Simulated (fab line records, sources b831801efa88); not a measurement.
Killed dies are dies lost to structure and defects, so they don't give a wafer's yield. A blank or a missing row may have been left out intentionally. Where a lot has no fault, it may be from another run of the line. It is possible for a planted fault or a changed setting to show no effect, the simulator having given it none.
Problem report, 8D (eight disciplines) form, completed by code ; flow gf180mcu ; the parts of the form that need people (team, actions taken, sign-off) are left out

1. PROBLEM STATEMENT
Mean PASSIVATION_CVD_00_THK at GF_PASSIVATION_THK_MEAS_01: 731 nm over 6 wafers in 2 lots; fault-free wafers: 1022 nm, standard deviation 16. That is -18 standard deviations from the usual mean.
First observed at day 32 22:25: wafer L446.2, on film metro-02. The record holds 36 wafers of 12 lots with a number at this step. The rule behind "out" and "out of limits": a value lying over 4 standard deviations away from the usual mean. The other wafers with a number count as sound.

2. WHAT THIS IS AND IS NOT
question;is;is not
which readings at this step;PASSIVATION_CVD_00_THK;-
which lots;L446, L447;L432, L433, L435, L437, L438, L448, L449, L451, L452, L453
which wafers of those lots;all that have a number;-
read on which gauges;film metro-02, film metro-03;film metro-04
when;from day 32 22:25;"up to then (15 sound wafers); but 15 sound wafers of L448, L449, L451, L452, L453 came after"

3. THE SUSPECTS, EACH WITH WHAT RULES IT OUT
Counting: a tool at any process step up to the reading remains a suspect when it ran all the lots that are out and ran no sound lot after the first of those.
- the gauge at GF_PASSIVATION_THK_MEAS_01 is ruled out. The wafers that are out were read on 2 gauges (film metro-02, film metro-03).
- pecvd-03 at GF_PASSIVATION_CVD_00 (deposits SiO2 from TEOS, target thk 1000 nm, time 114.3 s): kept. All lots that are out passed through it, beginning with L446 at day 32 22:19, and no sound lot followed; its final sound lot before that point was L438 at day 30 17:43.
Remaining after the count: pecvd-03 at GF_PASSIVATION_CVD_00.

4. THE CAUSE (what the simulator had put in)
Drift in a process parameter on pecvd-03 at GF_PASSIVATION_CVD_00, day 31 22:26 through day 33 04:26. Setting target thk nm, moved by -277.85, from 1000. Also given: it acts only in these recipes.
Only this tool survived the counting.

5. THE CHAIN OF EFFECTS, in route order
Rows list readings where the struck wafers' mean (over those with a number) sits beyond 3 standard deviations from the usual. Only readings whose record carries a usual standard deviation are examined. hours: median over the lots of the time between each lot's start at the first step of this table that gives one and its start at this step. sigmas: the change, counted in usual standard deviations.
hours;step;reading;usual;on struck wafers;change;sigmas
0;GF_PASSIVATION_THK_MEAS_01;PASSIVATION_CVD_00_THK;1022 nm;731;-291;-18
16;GF_PASSIVATION_ETCH_11;oes product au;0.969 a.u.;0.870;-0.099;-13
16;GF_PASSIVATION_ETCH_11;throttle valve pct;5.963 %;5.933;-0.030;-3.3
The process steps in it:
- GF_PASSIVATION_ETCH_11: etches the open film in CF4/O2, stops on TiN, target depth 1800 nm, time 400 s.

6. HOW IT WOULD HAVE BEEN CAUGHT EARLIER
The first out-of-limits reading at a measuring or inspecting step in this record came at day 32 22:25, 24 hours after the fault's start at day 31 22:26.
Tool readings at GF_PASSIVATION_CVD_00 with a usual standard deviation given in the record: none out on any struck wafer, hence no alarm at a limit of 4 standard deviations on them.
Among the 2 lots that are out, L447 began GF_PASSIVATION_CVD_00 on pecvd-03 after day 32 22:25. Had the tool been put on hold then, it would have been spared.
